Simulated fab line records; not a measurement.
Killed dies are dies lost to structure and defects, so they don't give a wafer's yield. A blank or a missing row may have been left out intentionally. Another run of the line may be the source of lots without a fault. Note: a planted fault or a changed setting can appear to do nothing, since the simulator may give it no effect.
The tool behind it: which one? / flow sky130 / 33 wafers from 11 lots sampled at 3 of the route's 708 steps

## WHAT THE GAUGES READ, wafer by wafer
SKY_POLY_GATE_THK_MEAS_21.
lot=L765; measured=day 16 11:07; on=filmMetro-04; POLY_GATE_OXIDATION_THK (nm)=3.96 3.94 3.91
lot=L767; measured=day 17 00:07; on=filmMetro-04; POLY_GATE_OXIDATION_THK (nm)=3.92 3.97 4.02
lot=L766; measured=day 17 09:16; on=filmMetro-01; POLY_GATE_OXIDATION_THK (nm)=3.86 3.99 3.98
lot=L769; measured=day 17 19:15; on=filmMetro-03; POLY_GATE_OXIDATION_THK (nm)=4.29 4.12 4.20
lot=L772; measured=day 19 10:56; on=filmMetro-04; POLY_GATE_OXIDATION_THK (nm)=4.07 4.07 4.06
lot=L774; measured=day 20 06:59; on=filmMetro-01; POLY_GATE_OXIDATION_THK (nm)=4.03 4.03 4.06
lot=L775; measured=day 20 07:50; on=filmMetro-03; POLY_GATE_OXIDATION_THK (nm)=3.97 3.95 4.03
lot=L777; measured=day 21 03:11; on=filmMetro-03; POLY_GATE_OXIDATION_THK (nm)=3.98 3.94 4.01
lot=L784; measured=day 23 15:44; on=filmMetro-01; POLY_GATE_OXIDATION_THK (nm)=4.16 4.11 4.07
lot=L787; measured=day 24 12:38; on=filmMetro-04; POLY_GATE_OXIDATION_THK (nm)=4.00 4.05 3.93
lot=L788; measured=day 24 16:04; on=filmMetro-03; POLY_GATE_OXIDATION_THK (nm)=3.99 4.03 3.98

SKY_LDD_N_OVL_MEAS_07.
lot=L765; measured=day 17 16:53; on=overlay-01; LDD_N_OVL (nm)=0.3 1.1 1.5
lot=L767; measured=day 18 06:15; on=overlay-02; LDD_N_OVL (nm)=1.9 2.9 1.1
lot=L766; measured=day 18 15:04; on=overlay-01; LDD_N_OVL (nm)=1.1 2.2 1.9
lot=L769; measured=day 19 01:53; on=overlay-01; LDD_N_OVL (nm)=0.3 -0.4 1.0
lot=L772; measured=day 20 18:06; on=overlay-01; LDD_N_OVL (nm)=1.6 0.6 -0.5
lot=L774; measured=day 21 13:43; on=overlay-01; LDD_N_OVL (nm)=-0.6 1.8 0.7
lot=L775; measured=day 21 15:11; on=overlay-02; LDD_N_OVL (nm)=-0.3 1.7 1.9
lot=L777; measured=day 22 09:14; on=overlay-02; LDD_N_OVL (nm)=2.0 -0.3 -0.1
lot=L784; measured=day 24 21:47; on=overlay-02; LDD_N_OVL (nm)=0.4 1.1 2.3
lot=L787; measured=day 25 17:52; on=overlay-02; LDD_N_OVL (nm)=1.3 0.7 0.8
lot=L788; measured=day 25 21:28; on=overlay-01; LDD_N_OVL (nm)=3.2 2.1 1.5

SKY_LDD_HVP_OVL_MEAS_07.
lot=L765; measured=day 21 15:11; on=overlay-01; LDD_HVP_OVL (nm)=0.3 0.8 2.1
lot=L767; measured=day 22 03:49; on=overlay-01; LDD_HVP_OVL (nm)=-0.1 -0.5 0.9
lot=L766; measured=day 22 13:13; on=overlay-02; LDD_HVP_OVL (nm)=0.3 0.6 1.7
lot=L769; measured=day 22 23:53; on=overlay-02; LDD_HVP_OVL (nm)=0.5 1.1 2.0
lot=L772; measured=day 24 15:11; on=overlay-02; LDD_HVP_OVL (nm)=3.0 2.0 3.6
lot=L774; measured=day 25 10:44; on=overlay-01; LDD_HVP_OVL (nm)=-0.2 0.8 -0.2
lot=L775; measured=day 25 11:58; on=overlay-02; LDD_HVP_OVL (nm)=1.9 0.8 2.0
lot=L777; measured=day 26 05:01; on=overlay-01; LDD_HVP_OVL (nm)=1.1 0.6 2.3
lot=L784; measured=day 28 13:28; on=overlay-01; LDD_HVP_OVL (nm)=4.2 3.5 2.4
lot=L787; measured=day 29 09:53; on=overlay-01; LDD_HVP_OVL (nm)=1.9 1.8 1.2
lot=L788; measured=day 29 13:14; on=overlay-01; LDD_HVP_OVL (nm)=3.0 2.4 2.0

## TOOL THAT RAN EACH LOT (tool first, then ch and the chambers of the sampled wafers, then the start)
No process step before these readings appears in the record.

## WHAT THE TOOLS THEMSELVES READ (means of the sampled wafers that have a number; where no wafer has one, the mark that the record gives instead)
The record holds no such reading with a usual standard deviation.

## THE ANSWER, worked out from the rows above alone
Rule: the lots themselves supply what counts as usual. The widest of any qualifying gaps counts: lots, ordered by their means at a reading, are off when they make up no more than a third of the lots, leave a main group of 4 or more, and stand apart from it by 3 or more times the standard deviation of that group's means. A main group whose means are all the same, to the digits that the tables above print for the reading, isn't used. A lot without any number at a reading at which 4 lots or more have one is off too. The other lots that the step has rows for count as sound. Order of review: gauges by route order, followed by the tools' own readings, for which a lot's mean as printed above is used. At the first step where some lot is off, the reading lying furthest off is the one used; lots without a number count as furthest.
Across all readings shown, no lot is off: no conclusion can be drawn from this.

## WHAT THE SIMULATOR HAD PUT IN
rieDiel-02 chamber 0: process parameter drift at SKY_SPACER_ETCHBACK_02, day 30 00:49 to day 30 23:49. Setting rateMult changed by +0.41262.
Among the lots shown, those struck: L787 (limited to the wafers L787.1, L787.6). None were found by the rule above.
